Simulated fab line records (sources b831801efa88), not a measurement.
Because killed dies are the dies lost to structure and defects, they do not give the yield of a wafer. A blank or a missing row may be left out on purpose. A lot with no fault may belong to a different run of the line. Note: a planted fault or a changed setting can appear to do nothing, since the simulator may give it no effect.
Matching of chambers || flow sky130 || SKY_VIA1_CMP_24 on cmp-01 has 4 sister chambers
The step polishes, stops on SiO2, t overpolish 15 s, target thk 0 nm. 4 wafers are shown with their chamber, then 12 later ones without.

== WAFERS, EACH WITH ITS CHAMBER ==
{"wafer": "L090.5", "chamber": 2, "motor current A (A)": 11.6}
{"wafer": "L092.4", "chamber": 3, "motor current A (A)": 8.0}
{"wafer": "L092.5", "chamber": 0, "motor current A (A)": 9.2}
{"wafer": "L092.6", "chamber": 1, "motor current A (A)": 11.6}

== WAFERS WHOSE CHAMBER IS MISSING ==
{"wafer": "L093.1", "motor current A (A)": 8.6}
{"wafer": "L093.4", "motor current A (A)": 11.9}
{"wafer": "L093.5", "motor current A (A)": 12.7}
{"wafer": "L095.4", "motor current A (A)": 8.6}
{"wafer": "L095.5", "motor current A (A)": 8.6}
{"wafer": "L095.6", "motor current A (A)": 12.1}
{"wafer": "L096.2", "motor current A (A)": 8.3}
{"wafer": "L096.4", "motor current A (A)": 11.5}
{"wafer": "L096.6", "motor current A (A)": 8.2}
{"wafer": "L097.2", "motor current A (A)": 11.8}
{"wafer": "L097.4", "motor current A (A)": 8.5}
{"wafer": "L097.5", "motor current A (A)": 12.4}

== EACH ONE'S CHAMBER ==
{"wafer": "L093.1", "from the rows above": "can't be placed: 0 or 3", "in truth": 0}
{"wafer": "L093.4", "from the rows above": "can't be placed: 1 or 2", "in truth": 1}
{"wafer": "L093.5", "from the rows above": "can't be placed: 1 or 2", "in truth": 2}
{"wafer": "L095.4", "from the rows above": "can't be placed: 0 or 3", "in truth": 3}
{"wafer": "L095.5", "from the rows above": "can't be placed: 0 or 3", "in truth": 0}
{"wafer": "L095.6", "from the rows above": "can't be placed: 1 or 2", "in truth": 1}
{"wafer": "L096.2", "from the rows above": "can't be placed: 3 or 0", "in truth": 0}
{"wafer": "L096.4", "from the rows above": "can't be placed: 1 or 2", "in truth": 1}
{"wafer": "L096.6", "from the rows above": "can't be placed: 3 or 0", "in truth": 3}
{"wafer": "L097.2", "from the rows above": "can't be placed: 1 or 2", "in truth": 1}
{"wafer": "L097.4", "from the rows above": "can't be placed: 3 or 0", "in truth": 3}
{"wafer": "L097.5", "from the rows above": "can't be placed: 1 or 2", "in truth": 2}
Placed correctly: 0 of 12. Unplaceable from these rows: 12, with the true chamber sitting among the candidates in 12. Number placed wrongly: 0.
How it was worked out, from the rows above alone: a wafer's distance from a chamber is the root of the sum, over the readings, of the square of ((its reading less the chamber's mean) divided by the reading's scatter). The wafer belongs to the nearest chamber; if the next one is less than 2 further off, it can't be placed. Each chamber's mean is taken over the wafers shown for it. The scatter: root of mean squared gap, hidden wafer to nearest shown wafer, with one shown wafer a chamber.
